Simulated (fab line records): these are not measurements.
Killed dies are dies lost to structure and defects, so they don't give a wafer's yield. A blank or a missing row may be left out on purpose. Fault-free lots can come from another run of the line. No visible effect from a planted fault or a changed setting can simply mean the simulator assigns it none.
Problem report in the 8D (eight disciplines) form, filled by code / flow sky130 / the parts of the form that need people (team, actions taken, sign-off) are left out

1. THE ISSUE
Wafers without a fault read 410.8 nm, standard deviation 2.1; cdNm at SKY_SONOS_ONO_CD_MEAS_13 reads a mean of 382.0 nm on 6 wafers belonging to 2 lots. That is -14 standard deviations from the usual mean.
The step: target cd 410 nm.
Seen first at day 18 18:49 on cdSem-02, wafer L751.1. Wafers with a number at this step in the record: 39, from 13 lots. Rule for "out", or "out of limits": more than 4 standard deviations from the usual mean. All remaining wafers that have a number are taken as sound.

2. WHAT IT IS, AND WHAT IT ISN'T
question=which readings at this step | is=cdNm | is not=-
question=which lots | is=L751, L752 | is not=L733, L737, L738, L740, L743, L745, L746, L747, L748, L754, L755
question=which wafers of those lots | is=all that have a number | is not=-
question=read on which gauges | is=cdSem-02 | is not=cdSem-01
question=when | is=from day 18 18:49 | is not=up to then (27 sound wafers); but 6 sound wafers of L754, L755 came after

3. THE SUSPECTS, EACH WITH WHAT RULES IT OUT
Counting: a tool at any process step up to the reading remains a suspect when it ran all the lots that are out and ran no sound lot after the first of those.
- ruled out: the gauge at SKY_SONOS_ONO_CD_MEAS_13. All the wafers that are out were read on cdSem-02, but those of them that SKY_SONOS_ONO_EXPOSE_10 has rows for are out there too, on other tools.
- ilineStepper-02 at SKY_SONOS_ONO_EXPOSE_10 (exposes mask ONOM, target cd 410 nm): kept. It ran every lot that is out, first L751 (day 18 03:49), and no sound lot after that; its last sound lot up to then is L747 (day 17 00:46). On those wafers its own readings are out: exposureDoseMJCm2.
The count leaves ilineStepper-02 at SKY_SONOS_ONO_EXPOSE_10.

4. THE CAUSE (what the simulator had put in)
Process parameter drift: ilineStepper-02, from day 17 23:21 on, at SKY_SONOS_ONO_EXPOSE_10. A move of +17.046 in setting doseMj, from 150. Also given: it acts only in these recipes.
This tool alone remained once counting was done.

5. THE EFFECT CHAIN, in route order
Each row: a reading where the mean over the struck wafers with a number is more than 3 standard deviations away from the usual. Only readings whose record carries a usual standard deviation are examined. hours: median over the lots of the time between each lot's start at the first step of this table that gives one and its start at this step. sigmas: the change, counted in usual standard deviations.
hours=0; step=SKY_SONOS_ONO_EXPOSE_10; reading=exposureDoseMJCm2; usual=149.18; on struck wafers=166.37; change=+17.19; sigmas=+99 or more
hours=15; step=SKY_SONOS_ONO_CD_MEAS_13; reading=cdNm; usual=410.8 nm; on struck wafers=382.0; change=-28.8; sigmas=-14
Process steps it contains:
- SKY_SONOS_ONO_EXPOSE_10: exposes mask ONOM, target cd 410 nm.

6. HOW IT WOULD HAVE BEEN CAUGHT EARLIER
19 hours passed between the start of the fault at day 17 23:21 and the first reading out of limits at a measuring or inspecting step in this record, taken at day 18 18:49.
At SKY_SONOS_ONO_EXPOSE_10, the tool's own readings (exposureDoseMJCm2) were out on each struck wafer the step has a row for, so an alarm limit on them would have fired on the first such wafer.
The start of SKY_SONOS_ONO_EXPOSE_10 on ilineStepper-02 came by day 18 18:49 for every one of the lots that are out (2). Tool hold at that time: it would have spared none of them.
